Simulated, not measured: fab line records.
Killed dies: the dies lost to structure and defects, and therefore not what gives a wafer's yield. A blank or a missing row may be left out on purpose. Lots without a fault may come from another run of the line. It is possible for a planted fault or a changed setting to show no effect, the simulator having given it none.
Which tool did it? ; flow sky130 ; Sampling: 14 lots, 40 wafers, 3 of 708 route steps

## WHAT EACH GAUGE READ, for each wafer
SKY_CAP2M_THK_MEAS_01. Usual: for CAP2M_CVD_00_THK the level is 15.43 nm and the standard deviation is 0.22.
lot;measured;on;CAP2M_CVD_00_THK (nm);flag
L714;day 40 09:41;filmMetro-04;15.21 15.12 15.28;
L715;day 40 13:10;filmMetro-04;15.21 15.15 15.79;
L719;day 42 13:39;filmMetro-01;15.48 15.51 15.48;
L718;day 42 15:23;filmMetro-04;15.19 15.30 15.80;
L720;day 43 04:08;filmMetro-01;15.36 15.59 15.68;
L721;day 43 06:14;filmMetro-03;15.63;
L726;day 43 18:11;filmMetro-01;15.40 15.87 15.49;
L728;day 44 12:07;filmMetro-01;15.17 15.29 15.22;
L729;day 45 01:53;filmMetro-03;15.44 15.45 15.48;
L730;day 45 04:20;filmMetro-03;15.26 15.66 15.64;
L731;day 45 07:10;filmMetro-01;15.37 15.78 15.56;
L732;day 45 07:49;filmMetro-01;15.07 15.30 15.59;
L733;day 45 13:43;filmMetro-03;15.08 15.11 15.21;
L734;day 46 06:43;filmMetro-01;15.24 15.57 15.92;

## EACH LOT AND THE TOOL THAT RAN IT (in order: tool; ch and the chambers of the sampled wafers; start)
lot;SKY_METAL4_SPUTTER_04;SKY_CAP2M_CVD_00
L714;pvdSputter-02, day 40 09:37;pecvd-01 ch 0,2, day 40 09:40
L715;pvdSputter-01, day 40 13:05;pecvd-03 ch 0,1,2, day 40 13:08
L719;pvdSputter-02, day 42 13:35;pecvd-02 ch 0,1,2, day 42 13:38
L718;pvdSputter-01, day 42 15:18;pecvd-03 ch 0,1, day 42 15:21
L720;pvdSputter-02, day 43 04:02;pecvd-01 ch 0,1,2, day 43 04:05
L721;pvdSputter-02, day 43 06:08;pecvd-03 ch 2, day 43 06:10
L726;pvdSputter-02, day 43 18:05;pecvd-02 ch 0,2, day 43 18:08
L728;pvdSputter-03, day 44 12:03;pecvd-01 ch 0,1,2, day 44 12:06
L729;pvdSputter-02, day 45 01:49;pecvd-03 ch 0,2, day 45 01:52
L730;pvdSputter-02, day 45 04:16;pecvd-02 ch 0,1, day 45 04:19
L731;pvdSputter-01, day 45 07:05;pecvd-03 ch 0,1, day 45 07:08
L732;pvdSputter-03, day 45 07:45;pecvd-01 ch 1,2, day 45 07:48
L733;pvdSputter-03, day 45 13:38;pecvd-02 ch 0,2, day 45 13:41
L734;pvdSputter-02, day 46 06:37;pecvd-02 ch 0,1,2, day 46 06:40
- SKY_METAL4_SPUTTER_04: material TiN, target thk 70 nm, time 58.3 s.
- SKY_CAP2M_CVD_00: deposits SiO2, target thk 15.5 nm.

## WHAT THE TOOLS THEMSELVES READ (means of the sampled wafers that have a number; where no wafer has one, the mark that the record gives instead)
SKY_METAL4_SPUTTER_04. Usual: throttleValvePct reads 30.1 % (standard deviation 1.2).
lot;tool;throttleValvePct (%);flag
L714;pvdSputter-02;30.5;
L715;pvdSputter-01;30.1;
L719;pvdSputter-02;30.7;
L718;pvdSputter-01;30.5;
L720;pvdSputter-02;31.4;
L721;pvdSputter-02;32.0;
L726;pvdSputter-02;29.4;
L728;pvdSputter-03;30.4;
L729;pvdSputter-02;31.6;
L730;pvdSputter-02;30.1;
L731;pvdSputter-01;29.6;
L732;pvdSputter-03;30.5;
L733;pvdSputter-03;29.6;
L734;pvdSputter-02;29.6;

SKY_CAP2M_CVD_00. Usual: heaterPowerW 713 W, standard deviation 99; rfFwdPowerW 441.5 W, standard deviation 2.
lot;tool;heaterPowerW (W);rfFwdPowerW (W);flag
L714;pecvd-01;606;443.1;
L715;pecvd-03;805;441.5;
L719;pecvd-02;724;441.1;
L718;pecvd-03;743;443.4;
L720;pecvd-01;633;443.3;
L721;pecvd-03;771;439.7;
L726;pecvd-02;738;440.8;
L728;pecvd-01;605;443.6;
L729;pecvd-03;762;442.5;
L730;pecvd-02;727;439.3;
L731;pecvd-03;794;441.6;
L732;pecvd-01;543;442.1;
L733;pecvd-02;752;438.9;
L734;pecvd-02;689;439.4;

## THE ANSWER, worked out from the rows above alone
Rule: take the mean of a lot's wafers that have a number; if it is more than 3 standard deviations from the usual mean, the lot is off. A lot without any number at a reading at which 4 lots or more have one is off too. All remaining lots with rows at the step are treated as sound. After the gauges, taken in route order, come the tools' own readings; for these a lot's mean is taken, as printed above. At the first step where some lot is off, the reading lying furthest off is the one used; lots without a number count as furthest.
Across all readings shown, no lot is off: no conclusion can be drawn from this.

## WHAT THE SIMULATOR PUT IN
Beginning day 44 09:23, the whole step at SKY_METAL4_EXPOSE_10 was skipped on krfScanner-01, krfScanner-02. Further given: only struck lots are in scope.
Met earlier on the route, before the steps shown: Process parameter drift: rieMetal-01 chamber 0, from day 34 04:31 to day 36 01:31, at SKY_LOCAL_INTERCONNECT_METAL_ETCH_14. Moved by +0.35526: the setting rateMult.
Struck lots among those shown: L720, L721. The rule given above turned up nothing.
